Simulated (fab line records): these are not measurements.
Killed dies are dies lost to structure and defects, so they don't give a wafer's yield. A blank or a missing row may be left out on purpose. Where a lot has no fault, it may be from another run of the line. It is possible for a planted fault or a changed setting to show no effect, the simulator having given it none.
A struck lot beside a sound one + flow gf180mcu + 17 steps out of a route of 602
Sound: wafers L367.2, L367.3, L367.4. Struck: wafers L369.2, L369.5 (left out: L369.3, a lot-mate that was not struck); the cause follows at the end.
At each step with rows: each side's tool, then ch and its chambers, then its first start. Under that, the readings that differ: sound wafers + struck wafers + difference of the means + sigmas: that difference in standard deviations of wafers without a fault.
alike: readings with means less than 2 such deviations apart, plus words and numbers identical on both sides. not compared: withheld readings, readings lacking a value on some wafer, bounds such as >300 that could conceal the same value, and numbers that have no deviation in the record and whose values overlap.
The two part at a step that has a row with sigmas, a row that says differs or no value, or rows on one side only. Numbers that have no deviation but don't overlap get no sigmas and don't part them. A reading missing from all wafers of one side parts the sides only when that side holds two or more wafers.

first, 3 steps without rows for these wafers: GF_V3_EXPOSE_11 (exposes mask Via3, target cd 260 nm); GF_V3_PEB_12 (peb time 90 s); GF_V3_DEVELOP_13 (develop time 60 s).
GF_V3_CD_MEAS_14 targets a cd of 260 nm.
  sound: cdSem-02 at day 24 12:13; struck: cdSem-02 at day 25 04:26
  alike: cdNm
GF_V3_OVL_MEAS_15:
  sound: overlay-01 at day 24 12:19; struck: overlay-01 at day 25 04:32
  alike: V3_OVL
GF_V3_ETCH_16: etches BARC in N2/H2.
  sound on rieDiel-04 ch 0,2,3, day 24 12:20; struck on rieDiel-04 ch 1, day 25 04:34
  alike: drypumpMotorCurrentA, oesProductAu, throttleValvePct
GF_V3_ETCH_17: etches SiO2 in C4F8/O2/Ar, stops on TiN, target depth 635 nm.
  sound: rieDiel-04 ch 0,2,3; struck: rieDiel-04 ch 1
  alike: oesProductAu
then, 3 steps without rows for these wafers: GF_V3_STRIP_18 (strips in O2/N2); GF_V3_STRIP_19 (strips in post etch residue remover, time 1200 s); GF_V3_CLEAN_20 (cleans in DIW).
GF_V3_SPUTTER_21: material Ti, target thk 15 nm, time 80.02 s.
  sound: pvdSputter-02 at day 24 13:01; struck: pvdSputter-03 at day 25 05:14
  alike: cathodeDcPowerW, throttleValvePct
GF_V3_SPUTTER_22: material TiN, target thk 10 nm, time 40 s.
  sound: pvdSputter-02 at day 24 13:04; struck: pvdSputter-03 at day 25 05:17
  alike: cathodeDcPowerW, throttleValvePct
GF_V3_CVD_23: deposits W, target thk 350 nm, time 104.9 s.
  sound on cvdW-01 ch 0,1, day 24 13:07; struck on cvdW-01 ch 0, day 25 05:20
| reading                         | sound             | struck      | difference | sigmas |
|---------------------------------|-------------------|-------------|------------|--------|
| model.W_of_V3_CVD_23.thkNm (nm) | 343.4 340.9 345.3 | 370.8 369.3 | +26.9      |        |
  alike: heaterPowerOuterW, heaterPowerW
  not compared: sinceWetCleanH
GF_V3_RS_MEAS_24: the measuring method here is four-point-probe.
  sound: filmMetro-03 at day 24 13:15; struck: filmMetro-03 at day 25 05:28
| reading          | sound             | struck      | difference | sigmas |
|------------------|-------------------|-------------|------------|--------|
| V3_W_RS (ohm/sq) | 0.334 0.336 0.332 | 0.310 0.311 | -0.024     | -5     |
GF_V3_THK_MEAS_25: measures by xrf.
  sound: filmMetro-03 at day 24 13:22; struck: filmMetro-03 at day 25 05:34
| reading       | sound       | struck  | difference | sigmas |
|---------------|-------------|---------|------------|--------|
| V3_W_THK (nm) | 347 341 348 | 371 370 | +25        | +5     |
GF_V3_CMP_26: polishes, stops on SiO2, t overpolish 15 s, target thk 0 nm.
  sound on cmp-01 ch 0,1,3, day 24 13:31; struck on cmp-02 ch 0,1, day 25 05:40
  alike: headPressurePsi, motorCurrentA
-- the record jumps here: 6 days lie between the struck wafers' starts before and after (it left off in module V3 and takes up again in module PASSIVATION, whose first step shown is number 602 of the route) --
GF_PASSIVATION_PROBE_99:
  record: rows for the struck wafers here (prober-01, day 31 09:38), none for the sound ones

WHERE THEY PART
First at GF_V3_RS_MEAS_24; last, within this record, at GF_PASSIVATION_PROBE_99.

WHY: the cause the simulator had injected
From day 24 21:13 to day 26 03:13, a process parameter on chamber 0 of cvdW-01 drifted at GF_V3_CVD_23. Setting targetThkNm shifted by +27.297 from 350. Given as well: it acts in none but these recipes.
